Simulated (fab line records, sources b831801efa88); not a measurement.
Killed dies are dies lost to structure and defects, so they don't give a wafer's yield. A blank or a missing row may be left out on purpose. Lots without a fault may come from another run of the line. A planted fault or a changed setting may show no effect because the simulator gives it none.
A struck lot beside a sound one | flow gf180mcu | 19 steps out of a route of 602
Sound: wafers L269.1, L269.2, L269.6. Struck: wafers L256.1, L256.2, L256.5. The cause comes at the end.
At each step with rows: each side's tool, then ch and its chambers, then its first start. Under that, the readings that differ: sound wafers | struck wafers | difference of the means | sigmas: that difference in standard deviations of wafers without a fault.
alike: readings whose means differ by less than 2 such deviations, and words and numbers that are the same on both sides. not compared: withheld readings, readings that some wafer has no value for, bounds like >300 that may hide the same value, and numbers for which the record gives no deviation and whose values overlap.
The two part at a step that has a row with sigmas, a row that says differs or no value, or rows on one side only. Numbers that don't overlap but have no deviation are shown without sigmas and don't part them. A reading that every wafer of one side lacks parts them only if that side has two wafers or more.

GF_M3_SPUTTER_00: material Ti, target thk 37.5 nm, time 150 s.
  sound on pvd_sputter-01, day 27 21:52; struck on pvd_sputter-04, day 23 20:59
  alike: throttle_valve_pct
GF_M3_SPUTTER_01: material TiN, target thk 30 nm, time 25 s.
  sound on pvd_sputter-01, day 27 21:59; struck on pvd_sputter-04, day 23 21:05
  alike: throttle_valve_pct
GF_M3_SPUTTER_02: material AlCu, target thk 450 nm, time 23.9 s.
  sound on pvd_sputter-01, day 27 22:01; struck on pvd_sputter-04, day 23 21:07
  alike: throttle_valve_pct
GF_M3_SPUTTER_03: material Ti, target thk 10 nm, time 6.7 s.
  sound on pvd_sputter-01, day 27 22:02; struck on pvd_sputter-04, day 23 21:09
  alike: throttle_valve_pct
then, 1 step without rows for these wafers: GF_M3_SPUTTER_04 (material TiN, target thk 50 nm, time 41.7 s).
GF_M3_RS_MEAS_05: measures by four-point-probe.
  sound on film_metro-02, day 27 22:07; struck on film_metro-03, day 23 21:13
  alike: M3_ALCU_RS
GF_M3_THK_MEAS_06: measures by xrf.
  sound on film_metro-02, day 27 22:14; struck on film_metro-03, day 23 21:20
  alike: M3_ALCU_THK
then, 5 steps without rows for these wafers: GF_M3_DEHYDRATE_07 (time 60 s); GF_M3_HMDS_08 (prime time 60 s); GF_M3_COAT_09 (resist thk 990.7 nm); GF_M3_SOFTBAKE_10 (time 60 s); GF_M3_EXPOSE_11 (exposes mask Metal3, target cd 280 nm).
GF_M3_PEB_12: peb time 90 s.
  sound on litho_track-01 ch 0, day 28 17:16; struck on litho_track-02 ch 0, day 24 18:30
  reading                  | sound                | struck               | difference | sigmas
  heater_power_total_W (W) | 85.79 85.67 85.81    | 82.52 82.47 82.53    | -3.25      | -37
  plate_temp_C (C)         | 134.83 135.04 134.82 | 131.23 131.01 131.20 | -3.75      | -23
  alike: resist_line_temp_C
then, 1 step without rows for these wafers: GF_M3_DEVELOP_13 (develop time 60 s).
GF_M3_CD_MEAS_14: target cd 280 nm.
  sound on cd_sem-01, day 28 17:37; struck on cd_sem-01, day 24 18:51
  reading    | sound             | struck            | difference | sigmas
  cd_nm (nm) | 281.4 281.8 281.2 | 288.8 288.4 288.0 | +6.9       | +6
GF_M3_OVL_MEAS_15:
  sound on overlay-02, day 28 17:44; struck on overlay-01, day 24 18:58
  reading     | sound     | struck | difference | sigmas
  M3_OVL (nm) | -6 -8 -11 | 3 2 8  | +13        | +2
GF_M3_METAL_ETCH_16: etches the open film in Cl2/BCl3, stops on SiO2, target depth 627.5 nm, time 104.6 s.
  sound on rie_metal-01 ch 1, day 28 17:46; struck on rie_metal-02 ch 0,1, day 24 19:00
  reading                     | sound             | struck            | difference | sigmas
  drypump_motor_current_A (A) | 6.1 6.1 6.1       | 5.0 5.3 5.0       | -1.0       | -2
  model.M3.cd_nm (nm)         | 282.4 284.2 284.7 | 287.7 292.6 289.8 | +6.3       |
  alike: oes_product_au, throttle_valve_pct
  not compared: rf_hours_counter_h
GF_M3_STRIP_17: strips in O2/N2.
  sound on plasma_asher-01 ch 0,1, day 28 17:59; struck on plasma_asher-01 ch 0,1, day 24 19:07
  alike: drypump_motor_current_A, heater_power_w, oes_product_au, strip_time_to_endpoint_s
  not compared: rf_hours_counter_h
then, 1 step without rows for these wafers: GF_PASSIVATION_PROBE_99.

WHERE THEY PART
First at GF_M3_PEB_12; last, within this record, at GF_M3_METAL_ETCH_16. Later steps at which nothing parts them and some readings are alike: GF_M3_STRIP_17.

WHY: what the simulator had put in
Process parameter drift: litho_track-02, from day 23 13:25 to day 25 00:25, at GF_M3_PEB_12. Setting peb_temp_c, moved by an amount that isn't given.
